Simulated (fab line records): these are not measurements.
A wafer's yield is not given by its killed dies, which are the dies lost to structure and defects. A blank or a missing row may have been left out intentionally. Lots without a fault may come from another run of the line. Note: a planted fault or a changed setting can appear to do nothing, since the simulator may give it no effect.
fab line records -- flow sky130
record lots=5, wafers=15, last-day=50
route steps=708 shown POLY_CUT@312 SD_P@320 RES_XHIGH@332 PAD_OPEN@708
lots that met no fault: from a run of the same line without faults
start-h: start of the lot's first displayed wafer, in hours after the record's first day -- wait-h: how many hours have passed since the lot's step before this one -- " identical to the entry in the row above -- L1.1+2: one row covering several wafers at once -- - no value present, or no start provided -- * or withheld: withheld -- < > ~ a bound
route shown NAME@n: NAME is a module with steps in the file, n the number in the route of the first one -- usual: the fault-free wafers' mean and standard deviation -- same: alike in all rows -- chamber/n: place in a boat -- sites: per-site readings -- _std_site: the values' standard deviation -- _edge_site: mean of outer sites minus mean of inner sites -- radius-mm: for every site, how far away it sits from the centre of the wafer -- mask NAME#n: copy n -- behind: the last tool/chamber to shape the wafer -- hold: cause of the lot's hold/its duration in hours/its outcome -- device: names the non-switching transistor (n, p or np) -- end of line: at the end of the route, the tests of the same wafers -- a step without rows: its recipe alone -- killed: dies that structure and defects cost at the first sort, which is not the same as the wafer's yield -- map: dies across one wafer; x = killed, . = not, _ = none there
set.NAME: the setting as run; set.NAME@STEP: as run at that earlier step -- model.NAME: the simulator's own value behind a step, which no gauge read
certain route steps with their lots: each step a table, each wafer a row
services: from which hour (start-h, from the record's first day; less than 0 if before it) a tool's chamber was out of use, for how many hours, and why
## steps
# step SKY_POLY_CUT_EXPOSE_05
# recipe mask-id=NPCM, na=0.8, source-shape=annular, sigma-inner=0.55, sigma-outer=0.85, target-cd-nm=270, dose-mj=32
# step SKY_POLY_CUT_PEB_06
# recipe peb-temp-c=withheld, peb-time-s=withheld, resist=KrF-thick
# step SKY_POLY_CUT_DEVELOP_07
# recipe develop-time-s=60, resist=KrF-thick, dev-temp-c=21
# step SKY_POLY_CUT_CD_MEAS_08
# recipe target-cd-nm=270
# usual cd-nm=270.0/1.6
lot.wafer,tool,chamber,start-h,wait-h,cd-nm
L511.1,cd-sem-02,-,608.60,-,269.5
L511.3,cd-sem-02,-,608.60,-,270.2
L511.6,cd-sem-02,-,608.60,-,271.4
L517.2,cd-sem-02,-,663.57,-,269.4
L517.3,cd-sem-02,-,663.57,-,268.2
L517.5,cd-sem-02,-,663.57,-,269.1
L518.3,cd-sem-02,-,680.26,-,272.2
L518.4,cd-sem-02,-,680.26,-,272.4
L518.5,cd-sem-02,-,680.26,-,272.9
L525.1,cd-sem-01,-,714.57,-,270.0
L525.2,cd-sem-01,-,714.57,-,267.7
L525.6,cd-sem-01,-,714.57,-,268.4
L527.3,cd-sem-01,-,728.84,-,268.7
L527.5,cd-sem-01,-,728.84,-,269.8
L527.6,cd-sem-01,-,728.84,-,269.0
# step SKY_POLY_CUT_OVL_MEAS_09
# usual POLY_CUT_OVL=0/5.6
lot.wafer,tool,chamber,start-h,wait-h,POLY_CUT_OVL[nm]
L511.1,overlay-01,-,608.72,0.1,0
L511.3,overlay-01,-,608.72,0.1,0
L511.6,overlay-01,-,608.72,0.1,-5
L517.2,overlay-01,-,663.67,0.1,5
L517.3,overlay-01,-,663.67,0.1,1
L517.5,overlay-01,-,663.67,0.1,1
L518.3,overlay-02,-,680.35,0.1,-2
L518.4,overlay-02,-,680.35,0.1,0
L518.5,overlay-02,-,680.35,0.1,-6
L525.1,overlay-02,-,714.69,0.1,8
L525.2,overlay-02,-,714.69,0.1,3
L525.6,overlay-02,-,714.69,0.1,6
L527.3,overlay-01,-,728.93,0.1,-3
L527.5,overlay-01,-,728.93,0.1,-6
L527.6,overlay-01,-,728.93,0.1,-14
# step SKY_POLY_CUT_ETCH_10
# recipe chemistry=N2/H2, target=BARC, ion-energy-ev=200, source-w=500, bias-w=100, pressure-mtorr=30, n2-flow-sccm=100, h2-flow-sccm=200, stop-on=SiO2, time-s=45.9, target-depth-a=600
# usual drypump-motor-current-A=5.6/0.44, oes-product-au=0.853/0.0042, throttle-valve-pct=13.226/0.0091
lot.wafer,tool,chamber,start-h,wait-h,drypump-motor-current-A,oes-product-au,rf-hours-counter-h,throttle-valve-pct
L511.1,rie-diel-01,2,608.75,0.0,6.0,0.855,7,13.232
L511.3,rie-diel-01,3,608.75,0.0,6.3,0.851,8,13.224
L511.6,rie-diel-01,1,608.75,0.0,6.0,0.854,-,13.231
L517.2,rie-diel-01,0,663.70,0.0,5.6,0.855,7,13.231
L517.3,rie-diel-01,1,663.70,0.0,6.0,0.853,40,13.228
L517.5,rie-diel-01,1,663.70,0.0,6.0,0.851,-,13.226
L518.3,rie-diel-04,2,680.37,0.0,6.3,0.854,14,13.223
L518.4,rie-diel-04,0,680.37,0.0,5.2,0.852,38,13.217
L518.5,rie-diel-04,0,680.37,0.0,5.2,0.860,-,13.228
L525.1,rie-diel-01,2,714.72,0.0,6.0,0.847,9,13.221
L525.2,rie-diel-01,0,714.72,0.0,5.6,0.853,8,13.227
L525.6,rie-diel-01,0,714.72,0.0,5.6,0.847,-,13.215
L527.3,rie-diel-04,1,728.95,0.0,5.0,0.852,7,13.231
L527.5,rie-diel-04,0,728.95,0.0,5.2,0.850,-,13.228
L527.6,rie-diel-04,1,728.95,0.0,5.0,0.855,-,13.246
# step SKY_POLY_CUT_ETCH_11
# recipe target=Si3N4, chemistry=CF4/CH2F2/Ar, stop-on=poly-Si, source-w=600, bias-w=150, pressure-mtorr=40, cf4-flow-sccm=40, ch2f2-flow-sccm=20, Ar_flow_sccm=150, time-s=42.5, target-depth-a=600
# usual drypump-motor-current-A=5.6/0.44, oes-product-au=0.830/0.0074, throttle-valve-pct=14.993/0.0095
lot.wafer,tool,chamber,start-h,wait-h,drypump-motor-current-A,oes-product-au,rf-hours-counter-h,throttle-valve-pct
L511.1,rie-diel-01,2,608.79,0.0,6.0,0.832,7,14.994
L511.3,rie-diel-01,3,608.79,0.0,6.2,0.827,8,14.997
L511.6,rie-diel-01,1,608.79,0.0,6.0,0.840,-,14.986
L517.2,rie-diel-01,0,663.74,0.0,5.6,0.826,7,14.985
L517.3,rie-diel-01,1,663.74,0.0,6.0,0.824,40,14.991
L517.5,rie-diel-01,1,663.74,0.0,6.0,0.824,-,14.988
L518.3,rie-diel-04,2,680.41,0.0,6.3,0.815,14,14.977
L518.4,rie-diel-04,0,680.41,0.0,5.2,0.822,38,14.988
L518.5,rie-diel-04,0,680.41,0.0,5.2,0.827,-,14.990
L525.1,rie-diel-01,2,714.76,0.0,6.0,0.830,9,14.995
L525.2,rie-diel-01,0,714.76,0.0,5.6,0.841,8,15.004
L525.6,rie-diel-01,0,714.76,0.0,5.6,0.825,-,14.977
L527.3,rie-diel-04,1,728.99,0.0,5.0,0.819,7,14.995
L527.5,rie-diel-04,0,728.99,0.0,5.2,0.829,-,14.986
L527.6,rie-diel-04,1,728.99,0.0,5.0,0.835,-,14.988
# step SKY_POLY_CUT_STRIP_12
# recipe chemistry=O2/N2, power-w=1400, pressure-mtorr=1500, platen-temp-c=withheld, o2-flow-sccm=3000, n2-flow-sccm=300, overash-fraction=0.5
# usual drypump-motor-current-A=6.01/0.28, oes-product-au=0.453/0.0043, strip-time-to-endpoint-s=5.350/0.016
lot.wafer,tool,chamber,start-h,wait-h,drypump-motor-current-A,oes-product-au,rf-hours-counter-h,strip-time-to-endpoint-s
L511.1,plasma-asher-02,1,608.83,0.0,5.58,0.457,19,5.324
L511.3,plasma-asher-02,1,608.83,0.0,5.61,0.446,-,5.354
L511.6,plasma-asher-02,1,608.83,0.0,5.56,0.450,-,5.346
L517.2,plasma-asher-01,1,663.78,0.0,6.11,0.459,83,5.362
L517.3,plasma-asher-01,0,663.78,0.0,6.15,0.456,-,5.377
L517.5,plasma-asher-01,1,663.78,0.0,6.11,0.449,-,5.369
L518.3,plasma-asher-01,1,680.49,0.1,6.13,0.454,-,5.348
L518.4,plasma-asher-01,0,680.49,0.1,6.16,0.450,-,5.345
L518.5,plasma-asher-01,0,680.49,0.1,6.16,0.448,-,5.355
L525.1,plasma-asher-03,0,714.81,0.0,6.43,0.451,56,5.345
L525.2,plasma-asher-03,1,714.81,0.0,5.78,0.449,56,5.324
L525.6,plasma-asher-03,1,714.81,0.0,5.78,0.455,-,5.337
L527.3,plasma-asher-02,0,729.07,0.1,5.94,0.452,-,5.355
L527.5,plasma-asher-02,1,729.07,0.1,5.55,0.458,-,5.337
L527.6,plasma-asher-02,0,729.07,0.1,5.94,0.444,-,5.316
# step SKY_SD_P_DEHYDRATE_00
# recipe temp-c=200, time-s=60
# step SKY_SD_P_HMDS_01
# recipe prime-time-s=60, prime-temp-c=120
# step SKY_SD_P_COAT_02
# recipe resist=NOVOLAK, spin-rpm=2964, resist-thk-nm=1140
# step SKY_SD_P_SOFTBAKE_03
# recipe temp-c=90, time-s=60, resist=NOVOLAK
# step SKY_SD_P_EXPOSE_04
# recipe mask-id=PSDM, na=0.6, source-shape=conventional, sigma-outer=0.6, polarization=unpolarized, target-cd-nm=380, dose-mj=138
# usual stage-vel-mm-s=499.92/0.29
lot.wafer,tool,chamber,start-h,wait-h,mask,stage-vel-mm-s
L511.1,iline-stepper-01,0,623.84,-,PSDM#0,500.28
L511.3,iline-stepper-01,0,623.84,-,PSDM#0,499.77
L511.6,iline-stepper-01,0,623.84,-,PSDM#0,500.11
L517.2,iline-stepper-02,0,677.58,-,NSDM#0,499.89
L517.3,iline-stepper-02,0,677.58,-,NSDM#0,500.08
L517.5,iline-stepper-02,0,677.58,-,NSDM#0,500.52
L518.3,iline-stepper-01,0,694.61,-,PSDM#0,500.03
L518.4,iline-stepper-01,0,694.61,-,PSDM#0,499.66
L518.5,iline-stepper-01,0,694.61,-,PSDM#0,499.53
L525.1,iline-stepper-01,0,728.57,-,PSDM#0,500.19
L525.2,iline-stepper-01,0,728.57,-,PSDM#0,500.23
L525.6,iline-stepper-01,0,728.57,-,PSDM#0,500.02
L527.3,iline-stepper-02,0,743.43,-,PSDM#0,499.71
L527.5,iline-stepper-02,0,743.43,-,PSDM#0,499.75
L527.6,iline-stepper-02,0,743.43,-,PSDM#0,499.89
# step SKY_SD_P_PEB_05
# recipe temp-c=withheld, time-s=*, resist=NOVOLAK
# step SKY_SD_P_DEVELOP_06
# recipe resist=NOVOLAK, developer=TMAH, develop-time-s=60, dev-temp-c=23
# step SKY_SD_P_CD_MEAS_07
# recipe target-cd-nm=380
# usual cd-nm=379.6/2.4
lot.wafer,tool,chamber,start-h,wait-h,cd-nm
L511.1,cd-sem-02,-,637.35,0.1,384.3
L511.3,cd-sem-02,-,637.35,0.1,383.5
L511.6,cd-sem-02,-,637.35,0.1,384.2
L517.2,cd-sem-02,-,691.13,0.1,-
L517.3,cd-sem-02,-,691.13,0.1,-
L517.5,cd-sem-02,-,691.13,0.1,-
L518.3,cd-sem-01,-,707.95,0.1,381.0
L518.4,cd-sem-01,-,707.95,0.1,381.3
L518.5,cd-sem-01,-,707.95,0.1,380.6
L525.1,cd-sem-02,-,742.26,0.1,382.5
L525.2,cd-sem-02,-,742.26,0.1,380.5
L525.6,cd-sem-02,-,742.26,0.1,381.5
L527.3,cd-sem-02,-,756.09,0.1,382.3
L527.5,cd-sem-02,-,756.09,0.1,381.1
L527.6,cd-sem-02,-,756.09,0.1,381.3
# step SKY_SD_P_OVL_MEAS_08
# usual SD_P_OVL=-0.1/1.6
lot.wafer,tool,chamber,start-h,wait-h,SD_P_OVL[nm]
L511.1,overlay-02,-,637.47,0.1,1.6
L511.3,overlay-02,-,637.47,0.1,2.9
L511.6,overlay-02,-,637.47,0.1,0.9
L517.2,overlay-02,-,691.24,0.1,-
L517.3,overlay-02,-,691.24,0.1,-
L517.5,overlay-02,-,691.24,0.1,-
L518.3,overlay-01,-,708.04,0.1,-2.6
L518.4,overlay-01,-,708.04,0.1,-1.2
L518.5,overlay-01,-,708.04,0.1,-2.6
L525.1,overlay-02,-,742.38,0.1,1.5
L525.2,overlay-02,-,742.38,0.1,1.8
L525.6,overlay-02,-,742.38,0.1,-0.2
L527.3,overlay-01,-,756.18,0.1,-0.6
L527.5,overlay-01,-,756.18,0.1,1.5
L527.6,overlay-01,-,756.18,0.1,0.8
# step SKY_SD_P_IMPLANT_09
# recipe species=BF2, energy-kev=20, dose-cm2=3e+15, tilt-deg=0
# step SKY_SD_P_STRIP_10
# recipe chemistry=O2/N2, power-w=1400, pressure-mtorr=1500, platen-temp-c=withheld, o2-flow-sccm=3000, n2-flow-sccm=300, overash-fraction=0.5
# usual drypump-motor-current-A=5.99/0.24, oes-product-au=0.618/0.0045, strip-time-to-endpoint-s=17.56/0.036
lot.wafer,tool,chamber,start-h,wait-h,drypump-motor-current-A,oes-product-au,rf-hours-counter-h,strip-time-to-endpoint-s
L511.1,plasma-asher-04,1,637.65,0.1,6.29,0.617,97,17.59
L511.3,plasma-asher-04,0,637.65,0.1,5.93,0.615,-,17.60
L511.6,plasma-asher-04,1,637.65,0.1,6.30,0.621,-,17.58
L517.2,plasma-asher-04,1,691.55,0.1,6.29,0.619,102,17.53
L517.3,plasma-asher-04,1,691.55,0.1,6.32,0.625,-,17.51
L517.5,plasma-asher-04,0,691.55,0.1,6.00,0.616,-,17.56
L518.3,plasma-asher-04,0,708.25,0.1,6.03,0.623,-,17.57
L518.4,plasma-asher-04,1,708.25,0.1,6.30,0.617,-,17.55
L518.5,plasma-asher-04,0,708.25,0.1,5.98,0.617,-,17.52
L525.1,plasma-asher-01,0,742.57,0.1,6.19,0.615,91,17.54
L525.2,plasma-asher-01,1,742.57,0.1,6.12,0.612,91,17.52
L525.6,plasma-asher-01,0,742.57,0.1,6.16,0.620,-,17.52
L527.3,plasma-asher-02,1,756.39,0.1,5.57,0.620,-,17.61
L527.5,plasma-asher-02,1,756.39,0.1,5.53,0.622,-,17.58
L527.6,plasma-asher-02,0,756.39,0.1,5.90,0.619,-,17.62
# step SKY_SD_P_TW_MEAS_11
# usual SD_P_TW=2834/58
lot.wafer,tool,chamber,start-h,wait-h,SD_P_TW
L511.1,film-metro-02,-,637.75,0.1,2901
L511.3,film-metro-02,-,637.75,0.1,2899
L511.6,film-metro-02,-,637.75,0.1,2881
L517.2,film-metro-02,-,691.66,0.1,31
L517.3,film-metro-02,-,691.66,0.1,31
L517.5,film-metro-02,-,691.66,0.1,31
L518.3,film-metro-01,-,708.34,0.1,2795
L518.4,film-metro-01,-,708.34,0.1,2795
L518.5,film-metro-01,-,708.34,0.1,2798
L525.1,film-metro-03,-,742.67,0.1,2749
L525.2,film-metro-03,-,742.67,0.1,2765
L525.6,film-metro-03,-,742.67,0.1,2762
L527.3,film-metro-02,-,756.47,0.1,2901
L527.5,film-metro-02,-,756.47,0.1,2909
L527.6,film-metro-02,-,756.47,0.1,2903
# step SKY_RES_XHIGH_DEHYDRATE_00
# recipe temp-c=200, time-s=60
# step SKY_PAD_OPEN_PROBE_99
# usual killed_at_M0_to_M3=44/7.3, killed_at_M4_up=3.1/1.9, killed-at-contacts=24/5.3, killed-at-front-end=15/4, killed-at-other=0.4/0.6, killed-dies=86/9.2, killed-on-rim=17/3.5, killed-open=47/6.9, killed-short=39/6.9
# same gross-dies=492, killed-at-back-side=0
lot.wafer,tool,chamber,start-h,wait-h,killed_at_M0_to_M3,killed_at_M4_up,killed-at-contacts,killed-at-front-end,killed-at-other,killed-dies,killed-on-rim,killed-open,killed-short
L511.1,prober-01,-,1110.61,0.1,40,3,16,16,0,75,17,41,34
L511.3,prober-01,-,1110.71,0.2,49,2,16,16,0,83,14,48,34
L511.6,prober-01,-,1110.86,0.2,41,1,20,14,0,76,21,46,30
L517.2,prober-02,-,1143.69,0.1,43,1,20,427,1,492,96,35,43
L517.3,prober-02,-,1143.74,0.2,46,4,27,414,1,492,96,57,38
L517.5,prober-02,-,1143.84,0.2,47,3,26,416,0,492,96,46,40
L527.3,prober-01,-,1188.89,0.2,25,2,25,13,0,65,15,37,28
L527.5,prober-01,-,1188.99,0.2,46,5,30,9,1,91,17,50,40
L527.6,prober-01,-,1189.04,0.2,41,4,19,15,0,79,15,44,35
# killed by level:class
L511.1 VIA3:geometric-particle:open=10 VIA1:geometric-particle:open=9 FIELD_ISO:geometric-particle:short=5 CONTACT:geometric-particle:open=5 CONTACT:geometric-particle:short=5 FIELD_ISO:geometric-particle:open=3 SPACER:geometric-particle:open=3 METAL1:geometric-particle:short=3
L511.3 VIA1:geometric-particle:open=14 VIA3:geometric-particle:open=8 METAL2:geometric-particle:short=7 LI_CONTACT:geometric-particle:open=6 POLY_GATE:geometric-particle:open=5 VIA2:geometric-particle:open=5 VIA2:geometric-particle:short=4 CONTACT:geometric-particle:open=4
L511.6 VIA1:geometric-particle:open=14 LI_CONTACT:geometric-particle:open=7 VIA2:geometric-particle:open=6 VIA3:geometric-particle:open=6 CONTACT:geometric-particle:open=5 FIELD_ISO:geometric-particle:short=4 CONTACT:geometric-particle:short=4 METAL2:geometric-particle:short=4
L517.2 SD_P:area-expose=412 VIA1:geometric-particle:open=8 VIA2:geometric-particle:short=7 VIA3:geometric-particle:open=6 CONTACT:geometric-particle:open=5 METAL2:geometric-particle:short=5 CONTACT:geometric-particle:short=5 VIA2:geometric-particle:open=5
L517.3 SD_P:area-expose=397 CONTACT:geometric-particle:open=12 VIA2:geometric-particle:open=10 VIA1:geometric-particle:open=10 METAL1:geometric-particle:short=10 FIELD_ISO:geometric-particle:open=6 VIA3:geometric-particle:open=6 LI_CONTACT:geometric-particle:short=4
L517.5 SD_P:area-expose=405 VIA2:geometric-particle:open=11 VIA1:geometric-particle:open=8 LI_CONTACT:geometric-particle:open=7 CONTACT:geometric-particle:short=7 VIA3:geometric-particle:open=7 LOCAL_INTERCONNECT:geometric-particle:short=5 METAL1:geometric-particle:short=5
L527.3 LI_CONTACT:geometric-particle:open=7 LOCAL_INTERCONNECT:geometric-particle:short=7 CONTACT:geometric-particle:open=6 POLY_GATE:geometric-particle:short=5 LI_CONTACT:geometric-particle:short=4 VIA3:geometric-particle:open=4 VIA2:geometric-particle:open=4 METAL1:geometric-particle:open=3
L527.5 VIA1:geometric-particle:open=16 LI_CONTACT:geometric-particle:open=13 VIA2:geometric-particle:open=8 LOCAL_INTERCONNECT:geometric-particle:short=5 CONTACT:geometric-particle:open=5 METAL4:geometric-particle:short=5 POLY_GATE:geometric-particle:short=4 LI_CONTACT:geometric-particle:short=4
L527.6 VIA3:geometric-particle:open=14 LI_CONTACT:geometric-particle:open=8 VIA1:geometric-particle:short=7 CONTACT:geometric-particle:open=6 POLY_GATE:geometric-particle:short=4 POLY_GATE:geometric-particle:open=4 METAL2:geometric-particle:short=4 METAL4:geometric-particle:short=4
# map L517.2 (x killed, . not)
__________xxxxxxxxxx_________
________xxxxxxxxxxxxxx_______
______xxxxxxxxxxxxxxxxxx_____
_____xxxxxxxxxxxxxxxxxxxx____
____xxxxxxxxxxxxxxxxxxxxxx___
___xxxxxxxxxxxxxxxxxxxxxxxx__
__xxxxxxxxxxxxxxxxxxxxxxxxxx_
_xxxxxxxxxxxxxxxxxxxxxxxxxxxx
_xxxxxxxxxxxxxxxxxxxxxxxxxxxx
_xxxxxxxxxxxxxxxxxxxxxxxxxxxx
_xxxxxxxxxxxxxxxxxxxxxxxxxxxx
_xxxxxxxxxxxxxxxxxxxxxxxxxxxx
_xxxxxxxxxxxxxxxxxxxxxxxxxxxx
_xxxxxxxxxxxxxxxxxxxxxxxxxxxx
_xxxxxxxxxxxxxxxxxxxxxxxxxxxx
__xxxxxxxxxxxxxxxxxxxxxxxxxx_
___xxxxxxxxxxxxxxxxxxxxxxxx__
____xxxxxxxxxxxxxxxxxxxxxx___
_____xxxxxxxxxxxxxxxxxxxx____
______xxxxxxxxxxxxxxxxxx_____
________xxxxxxxxxxxxxx_______
__________xxxxxxxxxx_________
# map L527.5 (x killed, . not)
__________........x._________
________x..x...x.....x_______
______...x..xx.....x.x.._____
_____.x...x...........x..____
____...x.xx...............___
___.........x.....x........__
__....x.........x......x...x_
_....x.............x....x...x
_...x..x.....x.xx............
_.............xx.....x...x...
_....xx....x.xx......xx......
_xx..........x........x......
_.x........x..............x.x
_.x.x.x.x......xxxx.....x..x.
_.x.x.xx...x..x..x...........
__.....x.......x............_
___....x...xxx.xx....xx.x..__
____..x...xx..............___
_____x....x..............____
______...............x.._____
________....x....x...._______
__________x..xx...xx_________
## services
tool,chamber,start-h,hours,kind
plasma-asher-02,-,586.21,9.7,repair
rie-diel-04,-,592.20,0.5,repair
rie-diel-04,2,595.90,12.0,repair
plasma-asher-03,-,606.07,7.9,repair
iline-stepper-01,-,606.68,2.5,repair
plasma-asher-02,-,610.76,11.4,repair
rie-diel-01,0,637.50,14.2,repair
rie-diel-04,-,641.51,0.5,repair
iline-stepper-02,-,672.66,1.7,pm
iline-stepper-01,-,674.91,4.4,pm
plasma-asher-02,-,682.81,1.2,repair
iline-stepper-01,0,682.96,-,calibration
iline-stepper-02,-,683.59,2.5,repair
plasma-asher-03,-,695.68,0.5,repair
plasma-asher-03,-,707.93,1.4,repair
plasma-asher-03,-,728.29,8.6,repair
iline-stepper-01,-,732.09,1.5,repair
plasma-asher-04,-,733.75,9.0,pm
plasma-asher-04,0,733.75,9.0,vent-cycle
plasma-asher-04,1,733.75,9.0,vent-cycle
rie-diel-01,1,750.80,-,clean
rie-diel-01,1,750.80,21.7,scheduled-down
rie-diel-01,1,750.80,21.7,vent-cycle
rie-diel-01,2,754.75,9.1,repair
## key
first-sign step=SKY_SD_P_EXPOSE_04, reading=mask, direction=changed
effect step=SKY_SD_P_CD_MEAS_07, reading=cd-nm, direction=missing
effect step=SKY_SD_P_OVL_MEAS_08, reading=SD_P_OVL, direction=missing
effect step=SKY_SD_P_TW_MEAS_11, reading=SD_P_TW, direction=down, sigmas=49, usual=2834, struck=31
effect step=SKY_PAD_OPEN_PROBE_99, reading=killed-at-front-end, direction=up, sigmas=99+, usual=15, struck=419
more-kills-born-at SKY_SD_P_EXPOSE_04@iline-stepper-02=1214
met-at SKY_SD_P_EXPOSE_04
struck-wafers L517.2,L517.3,L517.5
tester-left-out L517
fault kind=wrong-mask, tool=any, chamber=-, onset-h=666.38, steps=SKY_SD_P_EXPOSE_04, aux-copy=NSDM#0, scope=struck-lots-only
# tester-left-out: of these lots the tester's yield and bins aren't shown, on N5 and GAA mostly nor the transistor test; their killed dies are dies lost to structure and defects alone, not to doping, threshold or leakage, so they don't give the yield
